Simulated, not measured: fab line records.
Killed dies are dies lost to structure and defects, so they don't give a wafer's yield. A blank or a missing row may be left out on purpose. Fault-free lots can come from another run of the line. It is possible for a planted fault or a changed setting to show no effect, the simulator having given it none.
Which tool is to blame?    flow sky130    39 wafers from 13 lots sampled at 2 of the route's 708 steps

## WHAT THE GAUGES READ, wafer by wafer
SKY_LI_CONTACT_OVL_MEAS_13. Usual: LI_CONTACT_OVL 3 nm, standard deviation 5.5.
lot   measured      on          LI_CONTACT_OVL (nm)  flag
L262  day 30 07:04  overlay-02  9 5 -3               
L261  day 30 05:12  overlay-02  1 2 2                
L264  day 30 08:03  overlay-01  -8 -2 -12            
L265  day 32 07:32  overlay-02  7 -2 -2              
L267  day 32 09:53  overlay-02  0 7 3                
L266  day 32 09:29  overlay-02  2 4 -11              
L268  day 32 11:02  overlay-02  10 9 12              
L269  day 32 11:38  overlay-02  3 -1 3               
L270  day 32 20:37  overlay-02  9 5 7                
L272  day 32 21:02  overlay-02  5 4 6                
L274  day 33 09:59  overlay-01  9 4 7                
L280  day 35 17:41  overlay-01  2 -2 -7              
L284  day 36 16:17  overlay-02  0 -1 -4              

## WHICH TOOL RAN EACH LOT (tool, then ch and the chambers of the sampled wafers, then the start)
lot   SKY_GATE_OXIDE_EXPOSE_07
L262  iline-stepper-02 ch 0, day 14 06:17
L261  iline-stepper-02 ch 0, day 14 06:34
L264  iline-stepper-02 ch 0, day 14 06:58
L265  iline-stepper-01 ch 0, day 16 05:04
L267  iline-stepper-02 ch 0, day 16 06:38
L266  iline-stepper-01 ch 0, day 16 06:53
L268  iline-stepper-01 ch 0, day 16 09:21
L269  iline-stepper-02 ch 0, day 16 09:40
L270  iline-stepper-02 ch 0, day 16 16:38
L272  iline-stepper-01 ch 0, day 16 23:01
L274  iline-stepper-01 ch 0, day 17 15:50
L280  iline-stepper-02 ch 0, day 20 04:56
L284  iline-stepper-01 ch 0, day 21 08:16
- SKY_GATE_OXIDE_EXPOSE_07: exposes mask LVOM, target cd 600 nm.

## WHAT THE TOOLS THEMSELVES READ (means of the sampled wafers that have a number; where no wafer has one, the mark that the record gives instead)
SKY_GATE_OXIDE_EXPOSE_07. Usual: reticle-temp-C reads 22.99 C (standard deviation 0.1).
lot   tool              reticle-temp-C (C)  flag
L262  iline-stepper-02  23.07               
L261  iline-stepper-02  23.16               
L264  iline-stepper-02  23.09               
L265  iline-stepper-01  23.08               
L267  iline-stepper-02  22.81               
L266  iline-stepper-01  22.92               
L268  iline-stepper-01  23.02               
L269  iline-stepper-02  22.91               
L270  iline-stepper-02  23.04               
L272  iline-stepper-01  23.10               
L274  iline-stepper-01  22.86               
L280  iline-stepper-02  22.95               
L284  iline-stepper-01  22.99               

## THE ANSWER, worked out from the rows above alone
Rule: take the mean of a lot's wafers that have a number; if it is more than 3 standard deviations from the usual mean, the lot is off. A lot without any number at a reading at which 4 lots or more have one is off too. All remaining lots with rows at the step are treated as sound. First the gauges in route order, then the tools' own readings, where a lot's mean is used as printed above. The first step at which some lot is off is used, and at that step the reading that is off furthest; a lot without a number counts as furthest.
Nothing can be told from this: no lot is off at any reading shown.

## WHAT THE SIMULATOR PUT IN
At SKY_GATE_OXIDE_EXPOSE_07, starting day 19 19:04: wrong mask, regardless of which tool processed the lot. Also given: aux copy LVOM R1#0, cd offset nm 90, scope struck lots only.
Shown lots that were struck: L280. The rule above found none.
